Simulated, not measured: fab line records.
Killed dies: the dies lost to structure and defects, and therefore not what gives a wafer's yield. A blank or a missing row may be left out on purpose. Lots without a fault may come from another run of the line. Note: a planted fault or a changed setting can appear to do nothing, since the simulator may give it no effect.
Matching of chambers :: flow gf180mcu :: cmp-01 running GF_V1_CMP_04: 4 sister chambers
The step polishes SiO2. 4 wafers are shown with their chamber, then 12 later ones without.

WAFERS, EACH WITH ITS CHAMBER
wafer: L084.5
chamber: 3
motor_current_A (A): 13.0

wafer: L086.2
chamber: 2
motor_current_A (A): 12.4

wafer: L086.3
chamber: 1
motor_current_A (A): 11.5

wafer: L086.6
chamber: 0
motor_current_A (A): 11.9

WAFERS WITHOUT THEIR CHAMBER
wafer: L089.1
motor_current_A (A): 12.9

wafer: L089.2
motor_current_A (A): 11.1

wafer: L089.4
motor_current_A (A): 11.2

wafer: L093.2
motor_current_A (A): 12.7

wafer: L093.3
motor_current_A (A): 12.4

wafer: L093.5
motor_current_A (A): 11.1

wafer: L094.2
motor_current_A (A): 12.1

wafer: L094.4
motor_current_A (A): 12.5

wafer: L094.6
motor_current_A (A): 11.6

wafer: L096.4
motor_current_A (A): 12.0

wafer: L096.5
motor_current_A (A): 12.0

wafer: L096.6
motor_current_A (A): 12.6

EACH ONE'S CHAMBER
wafer: L089.1
from the rows above: can't be placed: 3 or 2
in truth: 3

wafer: L089.2
from the rows above: can't be placed: 1 or 0
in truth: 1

wafer: L089.4
from the rows above: can't be placed: 1 or 0
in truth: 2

wafer: L093.2
from the rows above: can't be placed: 2 or 3
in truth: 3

wafer: L093.3
from the rows above: 2
in truth: 2

wafer: L093.5
from the rows above: can't be placed: 1 or 0
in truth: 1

wafer: L094.2
from the rows above: can't be placed: 0 or 2 or 1
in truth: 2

wafer: L094.4
from the rows above: can't be placed: 2 or 3
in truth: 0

wafer: L094.6
from the rows above: can't be placed: 1 or 0
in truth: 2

wafer: L096.4
from the rows above: can't be placed: 0 or 2 or 1
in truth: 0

wafer: L096.5
from the rows above: can't be placed: 0 or 2 or 1
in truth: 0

wafer: L096.6
from the rows above: can't be placed: 2 or 3
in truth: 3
Placed correctly: 1 of 12. Unplaceable from these rows: 11, with the true chamber sitting among the candidates in 8. Number placed wrongly: 0.
How it was worked out, from the rows above alone: a wafer's distance from a chamber is the root of the sum, over the readings, of the square of ((its reading less the chamber's mean) divided by the reading's scatter). The wafer belongs to the nearest chamber; if the next one is less than 2 further off, it can't be placed. Each chamber's mean is taken over the wafers shown for it. The scatter: root of mean squared gap, hidden wafer to nearest shown wafer, with one shown wafer a chamber.
